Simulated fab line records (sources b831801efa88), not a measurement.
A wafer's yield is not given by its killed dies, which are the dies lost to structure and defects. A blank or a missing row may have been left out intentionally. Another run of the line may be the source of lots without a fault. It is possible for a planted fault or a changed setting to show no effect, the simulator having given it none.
8D (eight disciplines) problem report, filled in by code | flow sky130 | the parts of the form that need people (team, actions taken, sign-off) are left out

== 1. THE PROBLEM ==
dose ions cm2 at SKY_LDD_N_IMPLANT_14 reads a mean of 3.172e+12 on 6 wafers of 2 lots; wafers without a fault read 5.001e+12 with a standard deviation of 5.1e+09. So: -99 or more standard deviations from the usual mean.
The first sign was on wafer L444.3 at day 19 21:38, on implanter-04. At this step, 18 wafers from 6 lots have a number in the record. Rule for "out" (also "out of limits"): further than 4 standard deviations from the usual mean. All remaining wafers that have a number are taken as sound.

== 2. WHAT IT IS, WHAT IT ISN'T ==
question                    | is                                | is not
which readings at this step | dose ions cm2, faraday current uA | -
which lots                  | L444, L446                        | L440, L442, L455, L456
which wafers of those lots  | all that have a number            | -
read on which tools         | implanter-04                      | implanter-02
when                        | from day 19 21:38                 | up to then (6 sound wafers); but 6 sound wafers of L455, L456 came after

== 3. THE SUSPECTS, EACH WITH WHAT RULES IT OUT ==
Counting: a tool stays on the suspect list if, at a process step up to the reading, it processed all lots that are out and no sound lot following the first of them.
- implanter-04 at SKY_LDD_N_IMPLANT_14: ruled out as a lasting fault. The sound lots L455 went through it after L444, its earliest lot that is out (day 19 21:38).
Left after counting: nothing in the record.

== 4. THE CAUSE (what the simulator had put in) ==
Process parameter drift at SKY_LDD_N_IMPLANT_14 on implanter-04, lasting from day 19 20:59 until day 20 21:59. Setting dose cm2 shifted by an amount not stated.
Counting ruled it out, wrongly.

== 5. SEQUENCE OF EFFECTS, ordered by route ==
One row per reading whose mean, taken over the struck wafers that have a number, lies over 3 standard deviations from the usual. Only readings whose record carries a usual standard deviation are examined. hours: median over the lots of the time between each lot's start at the first step of this table that gives one and its start at this step. sigmas: the change, counted in usual standard deviations.
hours | step                 | reading            | usual     | on struck wafers | change     | sigmas
0     | SKY_LDD_N_IMPLANT_14 | dose ions cm2      | 5.001e+12 | 3.172e+12        | -1.830e+12 | -99 or more
0     | SKY_LDD_N_IMPLANT_14 | faraday current uA | 28.1      | 18.0             | -10.1      | -18
The process steps in it:
- SKY_LDD_N_IMPLANT_14

== 6. WHAT WOULD HAVE CAUGHT IT SOONER ==
In this record the first reading out of limits was taken at day 19 21:38, 1 hour after the fault began at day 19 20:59.
